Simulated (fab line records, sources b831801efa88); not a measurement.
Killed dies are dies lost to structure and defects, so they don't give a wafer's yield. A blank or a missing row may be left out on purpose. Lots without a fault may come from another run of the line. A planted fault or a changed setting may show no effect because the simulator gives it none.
A struck lot beside a sound one | flow sky130 | 15 steps out of a route of 708
Sound: wafers L666.2, L666.4, L666.6. Struck: wafers L675.2, L675.4, L675.5. The cause comes at the end.
At each step with rows: each side's tool, then ch and its chambers, then its first start. Under that, the readings that differ: sound wafers | struck wafers | difference of the means | sigmas: that difference in standard deviations of wafers without a fault.
alike: readings whose means differ by less than 2 such deviations, and words and numbers that are the same on both sides. not compared: withheld readings, readings that some wafer has no value for, bounds like >300 that may hide the same value, and numbers for which the record gives no deviation and whose values overlap.
The two part at a step that has a row with sigmas, a row that says differs or no value, or rows on one side only. Numbers that don't overlap but have no deviation are shown without sigmas and don't part them. A reading that every wafer of one side lacks parts them only if that side has two wafers or more.

first, 7 steps without rows for these wafers: SKY_METAL2_HMDS_08 (prime time 60 s); SKY_METAL2_COAT_09 (resist thk 60 nm); SKY_METAL2_COAT_10 (resist thk 450 nm); SKY_METAL2_SOFTBAKE_11 (time 90 s); SKY_METAL2_EXPOSE_12 (exposes mask MM2, target cd 140 nm); SKY_METAL2_PEB_13; SKY_METAL2_DEVELOP_14 (develop time 60 s).
SKY_METAL2_CD_MEAS_15: target cd 140 nm.
  sound on cd_sem-01, day 38 09:52; struck on cd_sem-02, day 40 22:23
  alike: cd_nm
SKY_METAL2_OVL_MEAS_16:
  sound on overlay-01, day 38 09:59; struck on overlay-02, day 40 22:29
  alike: METAL2_OVL
SKY_METAL2_DESCUM_17: chemistry O2, time 8 s.
  sound on rie_metal-02 ch 1, day 38 10:01; struck on rie_metal-02 ch 0,1, day 40 22:31
  alike: drypump_motor_current_A, oes_product_au
  not compared: rf_hours_counter_h
SKY_METAL2_ETCH_18: etches BARC in N2/H2, stops on SiO2, time 45.9 s, target depth 60 nm.
  sound on rie_metal-02 ch 1, day 38 10:02; struck on rie_metal-02 ch 0,1, day 40 22:33
  alike: drypump_motor_current_A, oes_product_au, throttle_valve_pct
  not compared: rf_hours_counter_h
SKY_METAL2_METAL_ETCH_19: etches the open film in Cl2/BCl3, stops on SiO2, target depth 360 nm, time 78 s.
  sound on rie_metal-02 ch 1, day 38 10:06; struck on rie_metal-02 ch 0,1, day 40 22:37
  alike: drypump_motor_current_A, oes_product_au, throttle_valve_pct
  not compared: rf_hours_counter_h
SKY_METAL2_STRIP_20: strips in O2/N2.
  sound on plasma_asher-03 ch 0,1, day 38 10:11; struck on plasma_asher-03 ch 0,1, day 40 22:43
  no value came back on the struck wafers for chamber_pressure_mTorr (mTorr), drypump_motor_current_A (A), oes_product_au (a.u.), strip_time_to_endpoint_s (s); on the sound wafers chamber_pressure_mTorr (mTorr) reads 1501 1503 1500
  reading                                       | sound | struck            | difference | sigmas
  model.KrF-thick_of_METAL2_COAT_10.thk_nm (nm) | 0 0 0 | 156.7 157.3 164.2 | +159.4     |
  not compared: rf_hours_counter_h
then, 1 step without rows for these wafers: SKY_METAL2_STRIP_21 (strips in post etch residue remover, time 1200 s).
-- the record jumps here: 9 days lie between the struck wafers' starts before and after (it left off in module METAL2 and takes up again in module PAD_OPEN, whose first step shown is number 708 of the route) --
SKY_PAD_OPEN_PROBE_99:
  sound on prober-01, day 48 09:51; struck on prober-02, day 50 05:29
  reading                  | sound          | struck         | difference | sigmas
  defect_limited_yield (%) | 82.7 82.1 78.0 | 0.6 0.4 0.2    | -80.5      | -38
  killed_at_M0_to_M3       | 35 47 57       | 456 461 445    | +408       | +62
  killed_dies              | 85 88 108      | 489 490 491    | +396       | +40
  killed_on_rim            | 12 22 20       | 94 95 95       | +77        | +20
  sort_bin_5_function (%)  | 11.0 11.0 11.8 | 94.7 94.3 92.5 | +82.6      | +59
  sort_n_pass              | 407 404 384    | 3 2 1          | -396       | -40
  sort_yield_pct (%)       | 82.7 82.1 78.0 | 0.6 0.4 0.2    | -80.5      | -38
  alike: killed_at_M4_up, killed_at_contacts, killed_at_front_end, killed_at_other, killed_open, killed_short, sort_bin_3_pad_short, sort_bin_6_memory

WHERE THEY PART
First at SKY_METAL2_STRIP_20; last, within this record, at SKY_PAD_OPEN_PROBE_99.

WHY: what the simulator had put in
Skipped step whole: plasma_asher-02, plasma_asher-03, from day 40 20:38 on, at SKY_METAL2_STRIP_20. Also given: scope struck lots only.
